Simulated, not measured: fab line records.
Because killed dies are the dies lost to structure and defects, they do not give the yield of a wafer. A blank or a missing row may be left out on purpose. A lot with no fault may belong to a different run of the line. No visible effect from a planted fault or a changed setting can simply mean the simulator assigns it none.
Which tool was responsible? + flow sky130 + Sampling: 15 lots, 45 wafers, 3 of 708 route steps

== WHAT THE GAUGES READ, wafer by wafer ==
SKY_VIA1_BOW_MEAS_03.
| lot  | measured     | on            | VIA1_BOW (um) |
|------|--------------|---------------|---------------|
| L333 | day 33 07:13 | film-metro-01 | 85 81 90      |
| L332 | day 33 09:22 | film-metro-01 | 85 73 86      |
| L335 | day 33 21:04 | film-metro-04 | 77 79 82      |
| L336 | day 34 05:07 | film-metro-01 | 79 83 78      |
| L337 | day 34 22:05 | film-metro-02 | 75 86 82      |
| L341 | day 35 22:04 | film-metro-02 | 80 71 88      |
| L342 | day 36 04:01 | film-metro-04 | 80 71 83      |
| L344 | day 36 19:24 | film-metro-04 | 89 76 82      |
| L346 | day 37 16:18 | film-metro-04 | 80 89 85      |
| L347 | day 37 18:16 | film-metro-04 | 82 68 75      |
| L348 | day 38 00:31 | film-metro-02 | 92 74 85      |
| L349 | day 38 06:29 | film-metro-02 | 80 74 79      |
| L353 | day 38 23:55 | film-metro-04 | 78 88 76      |
| L354 | day 39 06:26 | film-metro-02 | 79 76 89      |
| L355 | day 39 17:04 | film-metro-02 | 75 80 66      |

SKY_VIA1_RS_MEAS_22: measures by four-point-probe.
| lot  | measured     | on            | VIA1_W_RS (ohm/sq) |
|------|--------------|---------------|--------------------|
| L333 | day 34 10:34 | film-metro-01 | 0.428 0.426 0.433  |
| L332 | day 34 11:56 | film-metro-02 | 0.437 0.432 0.431  |
| L335 | day 35 00:31 | film-metro-01 | 0.430 0.429 0.430  |
| L336 | day 35 08:46 | film-metro-02 | 0.426 0.421 0.424  |
| L337 | day 36 00:52 | film-metro-04 | 0.433 0.439 0.440  |
| L341 | day 37 00:34 | film-metro-04 | 0.426 0.435 0.431  |
| L342 | day 37 06:30 | film-metro-04 | 0.428 0.429 0.432  |
| L344 | day 37 22:14 | film-metro-02 | 0.432 0.431 0.431  |
| L346 | day 38 18:47 | film-metro-04 | 0.432 0.433 0.433  |
| L347 | day 38 20:22 | film-metro-01 | 0.432 0.434 0.428  |
| L348 | day 39 02:22 | film-metro-02 | 0.433 0.432 0.438  |
| L349 | day 39 08:14 | film-metro-02 | 0.424 0.424 0.432  |
| L353 | day 40 01:37 | film-metro-04 | 0.423 0.430 0.435  |
| L354 | day 40 07:47 | film-metro-04 | 0.432 0.432 0.425  |
| L355 | day 40 18:57 | film-metro-04 | 0.435 0.425 0.429  |

SKY_VIA1_THK_MEAS_23: measures by xrf.
| lot  | measured     | on            | VIA1_W_THK (nm) |
|------|--------------|---------------|-----------------|
| L333 | day 34 10:40 | film-metro-01 | 275 275 270     |
| L332 | day 34 12:03 | film-metro-02 | 270 272 274     |
| L335 | day 35 00:38 | film-metro-01 | 274 273 272     |
| L336 | day 35 08:53 | film-metro-02 | 276 277 277     |
| L337 | day 36 00:59 | film-metro-04 | 269 266 264     |
| L341 | day 37 00:41 | film-metro-04 | 276 269 273     |
| L342 | day 37 06:37 | film-metro-04 | 274 274 274     |
| L344 | day 37 22:20 | film-metro-02 | 273 274 273     |
| L346 | day 38 18:54 | film-metro-04 | 271 273 273     |
| L347 | day 38 20:29 | film-metro-01 | 273 274 276     |
| L348 | day 39 02:28 | film-metro-02 | 272 271 269     |
| L349 | day 39 08:19 | film-metro-02 | 278 278 273     |
| L353 | day 40 01:43 | film-metro-04 | 278 273 272     |
| L354 | day 40 07:54 | film-metro-04 | 272 274 278     |
| L355 | day 40 19:04 | film-metro-04 | 271 275 274     |

== EACH LOT AND THE TOOL THAT RAN IT (in order: tool; ch and the chambers of the sampled wafers; start) ==
The record shows no process step preceding these readings.

== AS READ BY THE TOOLS THEMSELVES (means over the sampled wafers that have a number; for cases with no such wafer, the mark the record gives instead) ==
The record holds no such reading with a usual standard deviation.

== THE ANSWER, worked out from the rows above alone ==
Rule: what is usual is taken from the lots themselves. The widest of any qualifying gaps counts: lots, ordered by their means at a reading, are off when they make up no more than a third of the lots, leave a main group of 4 or more, and stand apart from it by 3 or more times the standard deviation of that group's means. A main group whose means are all the same, to the digits that the tables above print for the reading, isn't used. Also off: a lot with no number at a reading for which 4 or more lots have one. Any other lot the step has rows for is counted as sound. Order of review: gauges by route order, followed by the tools' own readings, for which a lot's mean as printed above is used. The first step at which some lot is off is used, and at that step the reading that is off furthest; a lot without a number counts as furthest.
No lot is off at any reading shown: from this, nothing can be told.

== WHAT THE SIMULATOR PUT IN ==
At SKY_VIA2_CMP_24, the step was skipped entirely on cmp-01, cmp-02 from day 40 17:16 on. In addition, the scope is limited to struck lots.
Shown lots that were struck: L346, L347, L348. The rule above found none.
